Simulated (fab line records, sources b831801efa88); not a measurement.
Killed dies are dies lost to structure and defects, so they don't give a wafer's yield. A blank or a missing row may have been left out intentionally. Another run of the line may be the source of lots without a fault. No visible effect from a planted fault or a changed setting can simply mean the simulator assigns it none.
Which of the tools did it?	flow gf180mcu	Sampling: 15 lots, 45 wafers, 4 of 602 route steps

## WHAT THE GAUGES SHOWED, per wafer
GF_VT_IMPLANT_OVL_MEAS_07.
lot	measured	on	VT_IMPLANT_OVL (nm)
L417	day 6 08:11	overlay-01	-1.7 -2.1 -0.9
L419	day 6 20:31	overlay-01	0.1 -0.5 -1.2
L420	day 7 01:46	overlay-01	-1.7 0.5 0.1
L421	day 7 08:19	overlay-02	1.2 1.2 1.1
L422	day 7 13:49	overlay-01	0.8 -1.1 -0.1
L423	day 7 21:35	overlay-01	-0.1 0.3 0.8
L424	day 8 02:47	overlay-02	0.0 -0.6 0.1
L425	day 8 10:56	overlay-01	-1.9 -1.1 -3.1
L426	day 8 15:25	overlay-01	3.4 3.6 2.3
L427	day 8 20:32	overlay-01	1.7 3.2 3.6
L428	day 9 05:34	overlay-02	-0.6 1.8 0.0
L434	day 10 18:32	overlay-01	-0.7 0.0 -2.1
L435	day 10 22:46	overlay-01	-0.1 -1.1 1.6
L436	day 11 05:57	overlay-02	0.8 -1.3 1.8
L437	day 11 12:00	overlay-01	1.7 1.0 0.4

GF_VT_IMPLANT_OVL_MEAS_29.
lot	measured	on	VT_IMPLANT_02_OVL (nm)
L417	day 7 13:59	overlay-02	0.8 1.3 -0.2
L419	day 8 04:46	overlay-01	-0.7 -0.3 0.2
L420	day 8 09:41	overlay-02	-0.2 0.2 -1.3
L421	day 8 16:17	overlay-02	1.7 1.9 2.8
L422	day 8 22:46	overlay-01	0.8 -2.3 2.4
L423	day 9 07:40	overlay-01	-1.9 0.0 -0.8
L424	day 9 12:10	overlay-01	0.1 0.6 -1.4
L425	day 9 19:25	overlay-02	1.8 1.2 0.8
L426	day 10 01:55	overlay-01	-2.2 0.2 0.7
L427	day 10 06:16	overlay-01	-0.2 -0.1 -1.9
L428	day 10 17:19	overlay-01	0.2 -0.2 2.5
L434	day 12 08:19	overlay-02	0.1 -0.8 1.5
L435	day 12 12:38	overlay-01	1.2 0.5 0.4
L436	day 12 20:35	overlay-01	2.3 2.5 0.7
L437	day 13 02:13	overlay-02	0.8 0.5 1.4

## TOOL THAT RAN EACH LOT (tool first, then ch and the chambers of the sampled wafers, then the start)
lot	GF_DNWELL_STRIP_08	GF_MVPSD_PEB_05
L417	plasma_asher-02 ch 0,1, day 3 09:53	litho_track-03 ch 0, day 5 17:00
L419	plasma_asher-02 ch 0,1, day 3 21:22	litho_track-03 ch 0, day 6 05:00
L420	plasma_asher-01 ch 0,1, day 4 01:27	litho_track-04 ch 0, day 6 09:00
L421	plasma_asher-01 ch 0,1, day 4 07:04	litho_track-02 ch 0, day 6 16:00
L422	plasma_asher-04 ch 0,1, day 4 12:49	litho_track-03 ch 0, day 6 21:00
L423	plasma_asher-01 ch 0,1, day 4 18:58	litho_track-04 ch 0, day 7 04:00
L424	plasma_asher-02 ch 0,1, day 4 22:09	litho_track-02 ch 0, day 7 09:00
L425	plasma_asher-04 ch 0,1, day 5 05:47	litho_track-03 ch 0, day 7 17:00
L426	plasma_asher-02 ch 0,1, day 5 09:46	litho_track-02 ch 0, day 7 22:00
L427	plasma_asher-01 ch 0,1, day 5 14:24	litho_track-02 ch 0, day 8 02:00
L428	plasma_asher-01 ch 0, day 5 21:01	litho_track-02 ch 0, day 8 12:00
L434	plasma_asher-04 ch 0,1, day 7 05:05	litho_track-03, day 9 23:00
L435	plasma_asher-04 ch 1, day 7 10:06	litho_track-03, day 10 04:00
L436	plasma_asher-01 ch 0,1, day 7 15:16	litho_track-02, day 10 11:00
L437	plasma_asher-02 ch 0, day 7 19:49	litho_track-02 ch 0, day 10 16:00
- GF_DNWELL_STRIP_08: strips in O2/N2.
- GF_MVPSD_PEB_05

## AS READ BY THE TOOLS THEMSELVES (means over the sampled wafers that have a number; for cases with no such wafer, the mark the record gives instead)
GF_DNWELL_STRIP_08.
lot	tool	drypump_motor_current_A (A)	heater_power_w (W)	oes_product_au (a.u.)	platen_temp_c (C)	strip_time_to_endpoint_s (s)
L417	plasma_asher-02	5.82	348	0.719	249.86	37.08
L419	plasma_asher-02	5.57	350	0.726	250.12	37.06
L420	plasma_asher-01	6.10	292	0.723	250.33	36.90
L421	plasma_asher-01	6.11	319	0.722	249.90	36.97
L422	plasma_asher-04	5.89	325	0.722	249.96	36.95
L423	plasma_asher-01	6.09	295	0.726	249.88	37.01
L424	plasma_asher-02	5.57	351	0.725	249.90	36.96
L425	plasma_asher-04	5.88	328	0.717	249.87	36.93
L426	plasma_asher-02	5.83	342	0.721	250.04	37.04
L427	plasma_asher-01	6.10	297	0.721	249.88	36.91
L428	plasma_asher-01	6.11	336	0.719	250.11	36.79
L434	plasma_asher-04	5.87	329	0.727	250.01	36.97
L435	plasma_asher-04	5.93	287	0.726	249.92	37.10
L436	plasma_asher-01	6.11	315	0.728	249.90	36.95
L437	plasma_asher-02	6.11	330	0.721	250.30	36.96

GF_MVPSD_PEB_05.
lot	tool	chill_plate_temp_C (C)	exhaust_pa (Pa)
L417	litho_track-03	22.95	44.4
L419	litho_track-03	23.01	44.9
L420	litho_track-04	23.05	45.0
L421	litho_track-02	22.94	45.2
L422	litho_track-03	22.99	44.4
L423	litho_track-04	22.90	44.9
L424	litho_track-02	23.06	44.4
L425	litho_track-03	23.04	45.1
L426	litho_track-02	22.99	44.5
L427	litho_track-02	23.10	44.4
L428	litho_track-02	23.09	44.1
L434	litho_track-03	-	-
L435	litho_track-03	-	-
L436	litho_track-02	-	-
L437	litho_track-02	23.11	46.8

## THE ANSWER, worked out from the rows above alone
Rule: the usual values come from the lots themselves. Put in order of their means at a reading, lots are off if they are a third of the lots or fewer, leave a main group of 4 or more, and stand apart from it by a gap of 3 or more times the standard deviation of the main group's means; of several such gaps the widest counts. A main group whose means are all the same, to the digits that the tables above print for the reading, isn't used. A lot without any number at a reading at which 4 lots or more have one is off too. All remaining lots with rows at the step are treated as sound. After the gauges, taken in route order, come the tools' own readings; for these a lot's mean is taken, as printed above. At the first step where some lot is off, the reading lying furthest off is the one used; lots without a number count as furthest.
Off, at GF_MVPSD_PEB_05 on chill_plate_temp_C: L434, L435, L436. Without a number there: L434, L435, L436. Main group: mean 23.02 C, sd 0.064.
If a tool, at that step or one of the process steps before it, ran each lot that is off and ran no sound lot following the first of them, it fits. Not one of the candidates tried fits.

## WHAT THE SIMULATOR HAD PUT IN
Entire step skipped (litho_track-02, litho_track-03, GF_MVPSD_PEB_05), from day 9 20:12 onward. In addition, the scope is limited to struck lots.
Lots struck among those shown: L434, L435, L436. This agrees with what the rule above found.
